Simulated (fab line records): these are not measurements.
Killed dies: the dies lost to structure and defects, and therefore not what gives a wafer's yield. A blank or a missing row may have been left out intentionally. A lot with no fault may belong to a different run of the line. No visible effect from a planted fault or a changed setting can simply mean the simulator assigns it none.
Which tool was responsible? + flow gf180mcu + at 1 step of a route of 602, 13 lots with 39 wafers sampled

WHAT THE GAUGES SHOWED, per wafer
GF_NSD_TW_MEAS_12. Usual: NSD_TW 4287, standard deviation 21.
| lot  | measured     | on            | NSD_TW         | flag |
|------|--------------|---------------|----------------|------|
| L952 | day 13 10:49 | film-metro-02 | 4295 4308 4309 |      |
| L955 | day 14 06:20 | film-metro-01 | 4269 4234 4272 |      |
| L956 | day 14 15:25 | film-metro-02 | 4293 4286 4287 |      |
| L957 | day 15 01:34 | film-metro-02 | 4287 4289 4290 |      |
| L958 | day 15 10:28 | film-metro-04 | 4253 4276 4266 |      |
| L961 | day 16 11:09 | film-metro-02 | 4298 4318 4318 |      |
| L962 | day 16 19:23 | film-metro-02 | 4278 4295 4289 |      |
| L963 | day 17 05:25 | film-metro-04 | 4282 4292 4298 |      |
| L968 | day 19 02:10 | film-metro-02 | 4336 4311 4326 |      |
| L969 | day 19 05:02 | film-metro-01 | 4274 4271 4283 |      |
| L972 | day 20 09:24 | film-metro-02 | 4300 4286 4278 |      |
| L973 | day 20 17:34 | film-metro-01 | 4260 4257 4265 |      |
| L975 | day 21 11:49 | film-metro-02 | 4323 4293 4291 |      |

WHICH TOOL RAN EACH LOT (tool, then ch and the chambers of the sampled wafers, then the start)
No process step before these readings appears in the record.

WHAT THE TOOLS THEMSELVES READ (means of the sampled wafers that have a number; where no wafer has one, the mark that the record gives instead)
The record holds no such reading with a usual standard deviation.

THE ANSWER, worked out from the rows above alone
Rule: a lot is off if the mean of its wafers that have a number lies more than 3 standard deviations from the usual mean. A lot without any number at a reading at which 4 lots or more have one is off too. The other lots that the step has rows for count as sound. After the gauges, taken in route order, come the tools' own readings; for these a lot's mean is taken, as printed above. At the first step where some lot is off, the reading lying furthest off is the one used; lots without a number count as furthest.
Nothing can be told from this: no lot is off at any reading shown.

WHAT HAD BEEN PUT IN BY THE SIMULATOR
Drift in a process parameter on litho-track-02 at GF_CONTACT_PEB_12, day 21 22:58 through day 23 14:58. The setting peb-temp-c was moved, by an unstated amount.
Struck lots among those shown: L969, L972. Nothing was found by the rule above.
